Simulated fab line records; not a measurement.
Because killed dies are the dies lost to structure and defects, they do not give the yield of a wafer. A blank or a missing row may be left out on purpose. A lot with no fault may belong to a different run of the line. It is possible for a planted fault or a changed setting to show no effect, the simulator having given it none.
Matching of chambers / flow sky130 / 3 sister chambers for SKY_PASSIVATION_CVD_00 on pecvd-01
The step deposits SiO2, target thk 90 nm. 14 wafers are shown with their chamber, then 7 later ones without.

== WAFERS WITH THEIR CHAMBER ==
wafer=L078.2; chamber=2; heaterPowerW (W)=629
wafer=L078.4; chamber=2; heaterPowerW (W)=616
wafer=L078.5; chamber=0; heaterPowerW (W)=562
wafer=L083.2; chamber=0; heaterPowerW (W)=719
wafer=L083.4; chamber=2; heaterPowerW (W)=603
wafer=L083.6; chamber=0; heaterPowerW (W)=706
wafer=L087.2; chamber=2; heaterPowerW (W)=550
wafer=L087.4; chamber=2; heaterPowerW (W)=561
wafer=L087.6; chamber=0; heaterPowerW (W)=723
wafer=L089.2; chamber=0; heaterPowerW (W)=689
wafer=L089.3; chamber=1; heaterPowerW (W)=422
wafer=L089.4; chamber=2; heaterPowerW (W)=519
wafer=L091.1; chamber=1; heaterPowerW (W)=448
wafer=L091.4; chamber=1; heaterPowerW (W)=449

SIGNATURES (means of the wafers above)
reading=heaterPowerW; chamber 0=679.80; chamber 1=439.67; chamber 2=579.67; scatter within a chamber=50.2
Rule: a wafer's distance from a chamber is the root of the sum, over the readings, of the square of ((its reading less the chamber's mean) divided by the reading's scatter). If the next closest chamber is less than 2 further off than the closest, the wafer can't be placed; otherwise it belongs to the closest. The scatter: the root of (the sum of the squares of (reading less its chamber's mean) over the shown wafers, divided by (wafers less chambers)).

== WAFERS WITH NO CHAMBER GIVEN ==
wafer=L091.5; heaterPowerW (W)=635
wafer=L092.1; heaterPowerW (W)=558
wafer=L092.2; heaterPowerW (W)=515
wafer=L092.5; heaterPowerW (W)=559
wafer=L093.1; heaterPowerW (W)=568
wafer=L093.2; heaterPowerW (W)=478
wafer=L093.6; heaterPowerW (W)=570

== CHAMBER TAKEN BY EACH ==
wafer=L091.5; from the rows above=can't be placed: 0 or 2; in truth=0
wafer=L092.1; from the rows above=can't be placed: 2 or 1 or 0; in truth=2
wafer=L092.2; from the rows above=can't be placed: 2 or 1 or 0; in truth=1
wafer=L092.5; from the rows above=can't be placed: 2 or 1 or 0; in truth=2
wafer=L093.1; from the rows above=can't be placed: 2 or 0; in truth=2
wafer=L093.2; from the rows above=can't be placed: 1 or 2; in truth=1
wafer=L093.6; from the rows above=can't be placed: 2 or 0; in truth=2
Placed correctly: 0 of 7. Can't be placed from these rows: 7 (the true chamber is among the candidates in 7). Number placed wrongly: 0.
